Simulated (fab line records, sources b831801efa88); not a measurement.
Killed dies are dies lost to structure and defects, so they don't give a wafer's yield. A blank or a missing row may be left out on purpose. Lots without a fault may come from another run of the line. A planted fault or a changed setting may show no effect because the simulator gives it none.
A struck lot beside a sound one | flow sky130 | 29 steps out of a route of 708
Sound: wafers L372.2, L372.3, L372.6. Struck: wafers L364.1, L364.2, L364.4. The cause comes at the end.
At each step with rows: each side's tool, then ch and its chambers, then its first start. Under that, the readings that differ: sound wafers | struck wafers | difference of the means | sigmas: that difference in standard deviations of wafers without a fault.
alike: readings whose means differ by less than 2 such deviations, and words and numbers that are the same on both sides. not compared: withheld readings, readings that some wafer has no value for, bounds like >300 that may hide the same value, and numbers for which the record gives no deviation and whose values overlap.
The two part at a step that has a row with sigmas, a row that says differs or no value, or rows on one side only. Numbers that don't overlap but have no deviation are shown without sigmas and don't part them. A reading that every wafer of one side lacks parts them only if that side has two wafers or more.

first, 8 steps without rows for these wafers: SKY_LOCAL_INTERCONNECT_ETCH_13 (etches BARC in N2/H2, stops on SiO2, time 45.9 s, target depth 60 nm); SKY_LOCAL_INTERCONNECT_METAL_ETCH_14 (etches TiN in Cl2/BCl3, stops on PSG, target depth 110 nm, time 31.4 s); SKY_LOCAL_INTERCONNECT_STRIP_15 (strips in O2/N2); SKY_LOCAL_INTERCONNECT_STRIP_16 (strips in post etch residue remover, time 1200 s); SKY_LOCAL_INTERCONNECT_CLEAN_17 (cleans in IPA, time 180 s); SKY_LOCAL_INTERCONNECT_CLEAN_18 (cleans in O3/DIW); SKY_CONTACT_CVD_00 (deposits Si3N4, target thk 75 nm); SKY_CONTACT_HDPCVD_02 (deposits SiO2, target thk 565 nm, time 94.2 s).
SKY_CONTACT_CMP_04: polishes SiO2.
  sound on cmp-01 ch 0,3, day 36 19:10; struck on cmp-02 ch 0,1,2, day 34 02:37
  reading                                     | sound             | struck            | difference | sigmas
  head_pressure_psi (psi)                     | 3.993 3.993 3.987 | 1.950 1.942 1.946 | -2.045     | -99 or more
  motor_current_A (A)                         | 11.0 10.1 11.1    | 7.7 7.6 7.7       | -3.1       | -3
  time_to_endpoint_s (s)                      | 76 80 76          | 109 114 108       | +33        | +6
  model.SiO2_of_CONTACT_HDPCVD_02.thk_nm (nm) | 336.8 338.7 336.2 | 423 427.5 422.3   | +87        |
  alike: retaining_ring_pressure_frac
then, 9 steps without rows for these wafers: SKY_CONTACT_DEHYDRATE_06 (time 60 s); SKY_CONTACT_HMDS_07 (prime time 60 s); SKY_CONTACT_COAT_08 (resist thk 60 nm); SKY_CONTACT_COAT_09 (resist thk 450 nm); SKY_CONTACT_SOFTBAKE_10 (time 90 s); SKY_CONTACT_EXPOSE_11 (exposes mask CTM1, target cd 170 nm); SKY_CONTACT_PEB_12; SKY_CONTACT_DEVELOP_13 (develop time 60 s); SKY_CONTACT_ETCH_16 (etches BARC in N2/H2, stops on SiO2, time 45.9 s, target depth 60 nm).
SKY_CONTACT_ETCH_17: etches SiO2 in C4F8/O2/Ar, stops on Si3N4, target depth 340 nm.
  sound on rie_diel-03 ch 2,3, day 37 22:00; struck on rie_diel-03 ch 0,1,3, day 35 04:51
  reading                             | sound             | struck            | difference | sigmas
  oes_product_au (a.u.)               | 0.880 0.887 0.888 | 1.001 1.007 0.981 | +0.111     | +24
  model.etch.depth_nm (nm)            | 336.8 338.7 336.2 | 417.2 421.4 396.6 | +74.5      |
  model.CONTACT.feature_depth_nm (nm) | 336.8 338.7 336.2 | 417.2 421.4 396.6 | +74.5      |
then, 7 steps without rows for these wafers: SKY_CONTACT_ETCH_18 (etches Si3N4 in CHF3/O2, stops on TiN, time 39 s, target depth 75 nm); SKY_CONTACT_STRIP_19 (strips in O2/N2); SKY_CONTACT_STRIP_20 (strips in post etch residue remover, time 1200 s); SKY_CONTACT_CLEAN_21 (cleans in IPA, time 180 s); SKY_CONTACT_CLEAN_22 (cleans in O3/DIW); SKY_CONTACT_SPUTTER_23 (material TiN, target thk 20 nm, time 80 s); SKY_CONTACT_CVD_24 (deposits W, target thk 340 nm, time 102.12 s).
SKY_CONTACT_CMP_27: polishes, stops on SiO2, t overpolish 15 s, target thk 0 nm.
  sound on cmp-01 ch 0,1,3, day 37 23:17; struck on cmp-02 ch 0,2,3, day 35 05:53
  reading                                     | sound           | struck            | difference | sigmas
  model.SiO2_of_CONTACT_HDPCVD_02.thk_nm (nm) | 333.6 335.5 333 | 419.9 424.3 419.1 | +87.1      |
  alike: head_pressure_psi, motor_current_A, retaining_ring_pressure_frac
then, 1 step without rows for these wafers: SKY_METAL1_SPUTTER_00 (material Ti, target thk 15 nm, time 10 s).
-- the record jumps here: 13 days lie between the struck wafers' starts before and after (it left off in module METAL1 and takes up again in module PAD_OPEN, whose first step shown is number 708 of the route) --
SKY_PAD_OPEN_PROBE_99:
  sound on prober-01, day 50 07:31; struck on prober-01, day 48 11:13
  reading            | sound    | struck      | difference | sigmas
  killed_at_contacts | 23 12 20 | 113 143 411 | +204       | +41
  killed_dies        | 99 90 81 | 173 196 472 | +190       | +22
  killed_on_rim      | 22 23 15 | 61 52 96    | +50        | +12
  alike: killed_at_M0_to_M3, killed_at_M4_up, killed_at_front_end, killed_at_other, killed_open, killed_short

WHERE THEY PART
First at SKY_CONTACT_CMP_04; last, within this record, at SKY_PAD_OPEN_PROBE_99.

WHY: what the simulator had put in
Process parameter drift: cmp-02, from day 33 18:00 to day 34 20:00, at SKY_CONTACT_CMP_04. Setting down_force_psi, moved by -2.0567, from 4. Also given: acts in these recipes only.
